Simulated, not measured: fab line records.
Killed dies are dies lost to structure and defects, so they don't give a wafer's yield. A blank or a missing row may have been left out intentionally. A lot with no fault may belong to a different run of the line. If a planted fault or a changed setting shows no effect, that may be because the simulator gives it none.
What tool caused it? + flow sky130 + Sampling: 9 lots, 27 wafers, 5 of 708 route steps

WHAT THE GAUGES SHOWED, per wafer
The record holds no reading of a measuring or inspecting step that can be judged against a usual standard deviation.

WHAT TOOL EACH LOT RAN ON (gives the tool, then ch and the chambers of the sampled wafers, and finally the start)
| lot  | SKY_CONTACT_CMP_04            | SKY_METAL1_DESCUM_17             | SKY_METAL1_ETCH_18               | SKY_METAL1_METAL_ETCH_19         | SKY_PAD_OPEN_PROBE_99   |
|------|-------------------------------|----------------------------------|----------------------------------|----------------------------------|-------------------------|
| L802 | cmp-01 ch 0,3, day 30 10:01   | rieMetal-02 ch 0,1, day 32 19:26 | rieMetal-02 ch 0,1, day 32 19:28 | rieMetal-02 ch 0,1, day 32 19:31 | -                       |
| L803 | cmp-02 ch 2,3, day 31 03:44   | rieMetal-03 ch 0,1, day 33 12:46 | rieMetal-03 ch 0,1, day 33 12:49 | rieMetal-03 ch 0,1, day 33 12:53 | -                       |
| L804 | cmp-01 ch 0,1,2, day 31 07:47 | rieMetal-02 ch 0,1, day 33 15:52 | rieMetal-02 ch 0,1, day 33 15:55 | rieMetal-02 ch 0,1, day 33 15:59 | -                       |
| L810 | cmp-02 ch 0,2,3, day 33 02:01 | rieMetal-03 ch 1, day 35 09:13   | rieMetal-03 ch 1, day 35 09:17   | rieMetal-03 ch 1, day 35 09:24   | prober-02, day 47 18:29 |
| L813 | cmp-01 ch 1,2,3, day 34 02:01 | rieMetal-02 ch 0,1, day 36 09:20 | rieMetal-02 ch 0,1, day 36 09:22 | rieMetal-02 ch 0,1, day 36 09:25 | -                       |
| L814 | cmp-01 ch 0,3, day 34 18:10   | rieMetal-02 ch 0,1, day 37 00:58 | rieMetal-02 ch 0,1, day 37 01:01 | rieMetal-02 ch 0,1, day 37 01:05 | -                       |
| L822 | cmp-01 ch 2,3, day 37 01:20   | rieMetal-01 ch 0,1, day 39 06:59 | rieMetal-01 ch 0,1, day 39 07:01 | rieMetal-01 ch 0,1, day 39 07:04 | -                       |
| L824 | cmp-02 ch 0,2, day 37 11:44   | rieMetal-02 ch 0,1, day 39 16:38 | rieMetal-02 ch 0,1, day 39 16:40 | rieMetal-02 ch 0,1, day 39 16:46 | -                       |
| L825 | cmp-02 ch 0,3, day 37 16:54   | rieMetal-01 ch 0,1, day 39 22:17 | rieMetal-01 ch 0,1, day 39 22:21 | rieMetal-01 ch 0,1, day 39 22:27 | -                       |
- SKY_CONTACT_CMP_04: polishes SiO2.
- SKY_METAL1_DESCUM_17: chemistry O2, time 8 s.
- SKY_METAL1_ETCH_18: etches BARC in N2/H2, stops on SiO2, time 45.9 s, target depth 60 nm.
- SKY_METAL1_METAL_ETCH_19: etches the open film in Cl2/BCl3, stops on SiO2, target depth 360 nm, time 78 s.
- SKY_PAD_OPEN_PROBE_99

AS READ BY THE TOOLS THEMSELVES (means over the sampled wafers that have a number; for cases with no such wafer, the mark the record gives instead)
SKY_CONTACT_CMP_04. Usual: motorCurrentA 13.4 A, standard deviation 1.2; slurryFilterDpKPa 13.53 kPa, standard deviation 0.14; timeToEndpointS 84 s, standard deviation 4.
| lot  | tool   | motorCurrentA (A) | slurryFilterDpKPa (kPa) | timeToEndpointS (s) | flag |
|------|--------|-------------------|-------------------------|---------------------|------|
| L802 | cmp-01 | 12.0              | 13.46                   | 81                  |      |
| L803 | cmp-02 | 14.3              | 13.66                   | 87                  |      |
| L804 | cmp-01 | 12.6              | 13.60                   | 82                  |      |
| L810 | cmp-02 | 14.4              | 13.61                   | 81                  |      |
| L813 | cmp-01 | 12.4              | 13.46                   | 88                  |      |
| L814 | cmp-01 | 11.7              | 13.48                   | 89                  |      |
| L822 | cmp-01 | 12.1              | 13.50                   | 86                  |      |
| L824 | cmp-02 | 14.4              | 13.63                   | 84                  |      |
| L825 | cmp-02 | 14.5              | 13.49                   | 85                  |      |

SKY_METAL1_DESCUM_17. Usual: drypumpMotorCurrentA 5.62 A, standard deviation 0.19; oesProductAu 0.999 a.u., standard deviation 0.0093.
| lot  | tool        | drypumpMotorCurrentA (A) | oesProductAu (a.u.) | flag |
|------|-------------|--------------------------|---------------------|------|
| L802 | rieMetal-02 | 5.76                     | 0.988               |      |
| L803 | rieMetal-03 | 5.36                     | 1.000               |      |
| L804 | rieMetal-02 | 5.74                     | 0.997               |      |
| L810 | rieMetal-03 | 5.31                     | 1.011               |      |
| L813 | rieMetal-02 | 5.75                     | 1.000               |      |
| L814 | rieMetal-02 | 5.75                     | 1.001               |      |
| L822 | rieMetal-01 | 5.62                     | 1.004               |      |
| L824 | rieMetal-02 | 5.74                     | 0.989               |      |
| L825 | rieMetal-01 | 5.72                     | 0.998               |      |

SKY_METAL1_ETCH_18. Usual: drypumpMotorCurrentA 5.63 A, standard deviation 0.19; oesProductAu 0.854 a.u., standard deviation 0.0048; runLengthS 74.5 s, standard deviation 1.1; throttleValvePct 13.225 %, standard deviation 0.0097.
| lot  | tool        | drypumpMotorCurrentA (A) | oesProductAu (a.u.) | runLengthS (s) | throttleValvePct (%) | flag |
|------|-------------|--------------------------|---------------------|----------------|----------------------|------|
| L802 | rieMetal-02 | 5.75                     | 0.849               | 74.1           | 13.225               |      |
| L803 | rieMetal-03 | 5.38                     | 0.851               | 74.3           | 13.224               |      |
| L804 | rieMetal-02 | 5.74                     | 0.858               | 76.9           | 13.223               |      |
| L810 | rieMetal-03 | 5.31                     | 0.852               | 74.4           | 13.221               |      |
| L813 | rieMetal-02 | 5.75                     | 0.961               | 68.3           | 13.225               | OFF  |
| L814 | rieMetal-02 | 5.74                     | 0.959               | 68.4           | 13.233               | OFF  |
| L822 | rieMetal-01 | 5.66                     | 0.855               | 74.7           | 13.228               |      |
| L824 | rieMetal-02 | 5.75                     | 0.850               | 77.1           | 13.234               |      |
| L825 | rieMetal-01 | 5.72                     | 0.848               | 77.5           | 13.220               |      |

SKY_METAL1_METAL_ETCH_19. Usual: drypumpMotorCurrentA 5.62 A, standard deviation 0.19; oesProductAu 0.856 a.u., standard deviation 0.0057; runLengthS 106.6 s, standard deviation 1; throttleValvePct 22.265 %, standard deviation 0.0096.
| lot  | tool        | drypumpMotorCurrentA (A) | oesProductAu (a.u.) | runLengthS (s) | throttleValvePct (%) | flag |
|------|-------------|--------------------------|---------------------|----------------|----------------------|------|
| L802 | rieMetal-02 | 5.75                     | 0.861               | 106.5          | 22.267               |      |
| L803 | rieMetal-03 | 5.34                     | 0.856               | 106.5          | 22.262               |      |
| L804 | rieMetal-02 | 5.73                     | 0.856               | 109.0          | 22.276               |      |
| L810 | rieMetal-03 | 5.32                     | 0.859               | 106.7          | 22.261               |      |
| L813 | rieMetal-02 | 5.73                     | 0.857               | 105.8          | 22.272               |      |
| L814 | rieMetal-02 | 5.72                     | 0.853               | 106.2          | 22.260               |      |
| L822 | rieMetal-01 | 5.65                     | 0.861               | 106.5          | 22.251               |      |
| L824 | rieMetal-02 | 5.77                     | 0.848               | 109.0          | 22.272               |      |
| L825 | rieMetal-01 | 5.73                     | 0.854               | 109.5          | 22.263               |      |

SKY_PAD_OPEN_PROBE_99. Usual: defectLimitedYield 82.5 %, standard deviation 1.9; killed_at_M0_to_M3 43, standard deviation 7.6; killed_at_M4_up 2.9, standard deviation 1.7; killedAtContacts 24, standard deviation 5.5; killedAtFrontEnd 15, standard deviation 4.2; killedAtOther 0.3, standard deviation 0.52; killedDies 86, standard deviation 9.4; killedOpen 47, standard deviation 7; killedShort 39, standard deviation 6.4; sort_bin_3_pad_short 0.9 %, standard deviation 0.4; sort_bin_5_function 10.3 %, standard deviation 1.6; sort_bin_6_memory 6.2 %, standard deviation 1.1; sortNPass 406, standard deviation 9.4; sortYieldPct 82.5 %, standard deviation 1.9.
| lot  | tool      | defectLimitedYield (%) | killed_at_M0_to_M3 | killed_at_M4_up | killedAtContacts | killedAtFrontEnd | killedAtOther | killedDies | killedOpen | killedShort | sort_bin_3_pad_short (%) | sort_bin_5_function (%) | sort_bin_6_memory (%) | sortNPass | sortYieldPct (%) | flag |
|------|-----------|------------------------|--------------------|-----------------|------------------|------------------|---------------|------------|------------|-------------|--------------------------|-------------------------|-----------------------|-----------|------------------|------|
| L810 | prober-02 | 82.4                   | 39                 | 3.7             | 28               | 15               | 0.7           | 87         | 44         | 42          | 0.9                      | 10.9                    | 5.8                   | 405       | 82.4             |      |

THE ANSWER, worked out from the rows above alone
Rule: take the mean of a lot's wafers that have a number; if it is more than 3 standard deviations from the usual mean, the lot is off. A lot without any number at a reading at which 4 lots or more have one is off too. Any other lot the step has rows for is counted as sound. Order of review: gauges by route order, followed by the tools' own readings, for which a lot's mean as printed above is used. The first step at which some lot is off is used, and at that step the reading that is off furthest; a lot without a number counts as furthest.
Off, at SKY_METAL1_ETCH_18 on oesProductAu: L813, L814.
A tool fits if, at that step or a process step before it, it ran every lot that is off, and no sound lot after the first of them. Not one of the candidates tried fits.

WHAT THE SIMULATOR HAD INSERTED
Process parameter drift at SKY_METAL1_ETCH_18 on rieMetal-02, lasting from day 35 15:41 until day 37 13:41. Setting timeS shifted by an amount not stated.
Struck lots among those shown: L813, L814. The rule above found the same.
